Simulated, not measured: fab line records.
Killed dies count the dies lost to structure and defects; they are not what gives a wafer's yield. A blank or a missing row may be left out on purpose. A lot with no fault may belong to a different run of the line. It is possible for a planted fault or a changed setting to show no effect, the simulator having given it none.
A struck lot beside a sound one / flow sky130 / 17 out of 708 route steps
Sound: wafers L300.3, L300.4, L300.5. The struck wafers were L306.1, L306.2, L306.3. Last of all comes the cause.
Each step with rows lists, per side, the tool, then ch with its chambers, then its first start. Under that, the readings that differ: sound wafers / struck wafers / difference of the means / sigmas: that difference in standard deviations of wafers without a fault.
alike: words and numbers the same on both sides, and readings whose means are apart by under 2 such deviations; not compared: readings that were withheld, readings missing a value for some wafer, numbers with overlapping values and no deviation given by the record, and bounds like >300 which may hide the same value.
The two part at a step that has a row with sigmas, a row that says differs or no value, or rows on one side only. Numbers that have no deviation but don't overlap get no sigmas and don't part them. Lack of a reading on every wafer of one side parts them only where that side has two or more wafers.

first, 4 steps without rows for these wafers: SKY_LI_CONTACT_SOFTBAKE_08 (time 90 s); SKY_LI_CONTACT_EXPOSE_09 (exposes mask LICM1, target cd 170 nm); SKY_LI_CONTACT_PEB_10; SKY_LI_CONTACT_DEVELOP_11 (develop time 60 s).
SKY_LI_CONTACT_CD_MEAS_12 targets a cd of 170 nm.
  sound: cd sem-01 at day 30 05:37; struck: cd sem-02 at day 32 04:02
  alike: cd nm
SKY_LI_CONTACT_OVL_MEAS_13:
  sound: overlay-02 at day 30 05:43; struck: overlay-01 at day 32 04:10
  alike: LI_CONTACT_OVL
SKY_LI_CONTACT_ETCH_14: etches BARC in N2/H2, stops on SiO2, time 45.9 s, target depth 60 nm.
  sound on rie diel-04 ch 0,1,3, day 30 05:44; struck on rie diel-02 ch 0,1,2, day 32 04:12
  alike: bias w, drypump motor current A, oes product au, throttle valve pct
  not compared: rf hours counter h
SKY_LI_CONTACT_ETCH_15: etches PSG in C4F8/O2/Ar, stops on Si, target depth 600 nm.
  sound on rie diel-04 ch 0,1,3, day 30 05:47; struck on rie diel-02 ch 0,1,2, day 32 04:14
  alike: bias w, oes product au
SKY_LI_CONTACT_STRIP_16: strips in O2/N2.
  sound on plasma asher-03 ch 0,1, day 30 05:54; struck on plasma asher-03 ch 0,1, day 32 04:19
  alike: drypump motor current A, oes product au, strip time to endpoint s
  not compared: rf hours counter h
then, 2 steps without rows for these wafers: SKY_LI_CONTACT_CLEAN_17 (cleans in NMP, time 600 s); SKY_LI_CONTACT_PRE_CLEAN_18 (time 5.6 s).
SKY_LI_CONTACT_SPUTTER_19: material Ti, target thk 20 nm, time 106.37 s.
  sound: pvd sputter-03 at day 30 06:10; struck: pvd sputter-02 at day 32 04:37
  alike: substrate temp c, throttle valve pct
SKY_LI_CONTACT_SPUTTER_20: material TiN, target thk 20 nm, time 80 s.
  sound: pvd sputter-03 at day 30 06:14; struck: pvd sputter-02 at day 32 04:42
reading=model.TiN_of_LI_CONTACT_SPUTTER_20.thk nm (nm); sound=20.36 20.07 20.17; struck=6.114 6.216 6.316; difference=-13.985; sigmas=
  alike: throttle valve pct
SKY_LI_CONTACT_CVD_21: deposits W, target thk 400 nm, time 120.56 s.
  sound on cvd w-02 ch 0,1, day 30 06:20; struck on cvd w-02 ch 0,1, day 32 04:46
  alike: heater power w
SKY_LI_CONTACT_RS_MEAS_22: measures by four-point-probe.
  sound: film metro-03 at day 30 06:28; struck: film metro-03 at day 32 05:10
  alike: LI_CONTACT_W_RS
  not compared: hold
SKY_LI_CONTACT_THK_MEAS_23: measures by xrf.
  sound: film metro-03 at day 30 06:34; struck: film metro-03 at day 32 07:16
reading=hold; sound=- - -; struck=await dispo/2.0h/release await dispo/2.0h/release await dispo/2.0h/release; difference=no value on the sound wafers; sigmas=
  alike: LI_CONTACT_W_THK
-- the record jumps here: 16 days lie between the struck wafers' starts before and after (it left off in module LI_CONTACT and takes up again in module PAD_OPEN, whose first step shown is number 708 of the route) --
SKY_PAD_OPEN_PROBE_99:
  sound: prober-02 at day 46 16:08; struck: prober-02 at day 47 22:47
reading=model.etest.licon ndiff.rc ohm; sound=188.9 180.1 183.8; struck=371.4 363.9 367; difference=+183.2; sigmas=
reading=model.etest.nfet g5v0d10v5.r on ohm um; sound=1939 1911 1921; struck=2057 2080 2072; difference=+146; sigmas=
reading=model.etest.licon pdiff.rc ohm; sound=616.5 617 586.6; struck=722.8 762.2 707; difference=+124.0; sigmas=
reading=model.etest.nfet_01v8.r on ohm um; sound=842.7 822 826; struck=972.6 988.2 962.9; difference=+144.3; sigmas=
reading=model.etest.sonos uncharged.r on ohm um; sound=827.1 817.5 817.9; struck=943.2 926.7 940.5; difference=+116.0; sigmas=
reading=model.etest.licon poly.rc ohm; sound=156.1 153.6 156.8; struck=265.7 283.4 266.7; difference=+116.4; sigmas=
reading=model.etest.licon high po.rc ohm; sound=366.9 360.7 363.4; struck=452.6 449.2 458.6; difference=+89.8; sigmas=
reading=model.etest.nfet_01v8_lvt.drive ua um; sound=570.4 577.2 579; struck=541.9 539.2 549.4; difference=-32.0; sigmas=
  alike: killed_at_M0_to_M3, killed_at_M4_up, killed at contacts, killed at front end, killed at other, killed dies, killed open, killed short

WHERE THEY PART
Within this record, at SKY_LI_CONTACT_THK_MEAS_23 only. Later steps at which nothing parts them and some readings are alike: SKY_PAD_OPEN_PROBE_99.

WHY: what the simulator had put in
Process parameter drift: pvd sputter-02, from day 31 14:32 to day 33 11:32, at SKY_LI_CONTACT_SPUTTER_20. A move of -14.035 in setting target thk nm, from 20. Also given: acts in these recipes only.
